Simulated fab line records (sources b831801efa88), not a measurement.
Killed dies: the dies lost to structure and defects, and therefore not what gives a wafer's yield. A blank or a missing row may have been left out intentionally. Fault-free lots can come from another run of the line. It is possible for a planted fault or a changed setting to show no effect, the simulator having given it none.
Comparing a struck lot with a sound one -- flow sky130 -- 17 out of 708 route steps
Sound: wafers L316.2, L316.3, L316.4. Struck: wafer L325.1; the same lot's L325.5 was not struck, so it is left out; see the end for the cause.
At each step with rows: each side's tool, then ch and its chambers, then its first start. Under that, the readings that differ: sound wafers -- struck wafers -- difference of the means -- sigmas: that difference in standard deviations of wafers without a fault.
alike: same words and numbers on both sides, and readings whose means sit less than 2 such deviations apart. not compared: any withheld reading, any reading some wafer has no value for, any bound like >300 that may hide the same value, and any number with overlapping values for which the record gives no deviation.
A row with sigmas, a row that says differs or no value, or rows on one side alone: a step with any of these is where the two part. When numbers do not overlap yet have no deviation, they are printed without sigmas and do not part them. A reading that every wafer of one side lacks parts them only if that side has two wafers or more.

first, 3 steps without rows for these wafers: SKY_VIA1_EXPOSE_09 (exposes mask VIM, target cd 150 nm); SKY_VIA1_PEB_10; SKY_VIA1_DEVELOP_11 (develop time 60 s).
SKY_VIA1_CD_MEAS_12: target cd 150 nm.
  sound on cd sem-02, day 34 11:10; struck on cd sem-02, day 37 13:38
  alike: cd nm
SKY_VIA1_OVL_MEAS_13:
  sound on overlay-01, day 34 11:16; struck on overlay-02, day 37 13:45
  alike: VIA1_OVL
SKY_VIA1_ETCH_14: etches BARC in N2/H2, stops on SiO2, time 45.9 s, target depth 60 nm.
  sound on rie diel-04 ch 1,2,3, day 34 11:18; struck on rie diel-02 ch 0, day 37 13:47
reading,sound,struck,difference,sigmas
rf hours counter h (h),5 26 37,4,-19,
  alike: drypump motor current A, oes product au, throttle valve pct
SKY_VIA1_ETCH_15: etches SiO2 in C4F8/O2/Ar, stops on TiN, target depth 351 nm, time 54 s.
  sound on rie diel-04 ch 1,2,3, day 34 11:20; struck on rie diel-02 ch 0, day 37 13:50
reading,sound,struck,difference,sigmas
rf hours counter h (h),5 26 37,4,-19,
  alike: oes product au
SKY_VIA1_STRIP_16: strips in O2/N2.
  sound on plasma asher-04 ch 0,1, day 34 11:23; struck on plasma asher-04 ch 1, day 37 13:52
  alike: drypump motor current A, oes product au, strip time to endpoint s
  not compared: rf hours counter h
then, 3 steps without rows for these wafers: SKY_VIA1_STRIP_17 (strips in post etch residue remover, time 1200 s); SKY_VIA1_CLEAN_18 (cleans in IPA, time 180 s); SKY_VIA1_CLEAN_19 (cleans in O3/DIW).
SKY_VIA1_SPUTTER_20: material TiN, target thk 20 nm, time 80 s.
  sound on pvd sputter-01, day 34 11:59; struck on pvd sputter-04, day 37 14:28
  alike: throttle valve pct
SKY_VIA1_CVD_21: deposits W, target thk 270 nm, time 80.902 s.
  sound on cvd w-02 ch 0,1, day 34 12:02; struck on cvd w-01 ch 0, day 37 14:32
reading,sound,struck,difference,sigmas
model.W_of_VIA1_CVD_21.thk nm (nm),269.3 269.8 266,253.5,-14.9,
  alike: heater power w
  not compared: since wet clean h
SKY_VIA1_RS_MEAS_22: the measuring method here is four-point-probe.
  sound on film metro-01, day 34 12:10; struck on film metro-04, day 37 14:37
reading,sound,struck,difference,sigmas
VIA1_W_RS (ohm/sq),0.427 0.426 0.433,0.456,+0.027,+6
SKY_VIA1_THK_MEAS_23: measures by xrf.
  sound on film metro-01, day 34 12:16; struck on film metro-04, day 37 14:44
reading,sound,struck,difference,sigmas
VIA1_W_THK (nm),262 261 257,253,-7,-2
SKY_VIA1_CMP_24: polishes, stops on SiO2, t overpolish 15 s, target thk 0 nm.
  sound on cmp-01 ch 0,1,3, day 34 12:19; struck on cmp-01 ch 0, day 37 14:54
  alike: motor current A, slurry filter dp kPa
SKY_PAD_OPEN_PROBE_99:
  the record holds rows for the sound wafers here (prober-01, day 46 03:52) but none for the struck ones

WHERE THEY PART
At SKY_VIA1_RS_MEAS_22 first; at SKY_PAD_OPEN_PROBE_99 last (within this record only).

WHY: the cause the simulator had injected
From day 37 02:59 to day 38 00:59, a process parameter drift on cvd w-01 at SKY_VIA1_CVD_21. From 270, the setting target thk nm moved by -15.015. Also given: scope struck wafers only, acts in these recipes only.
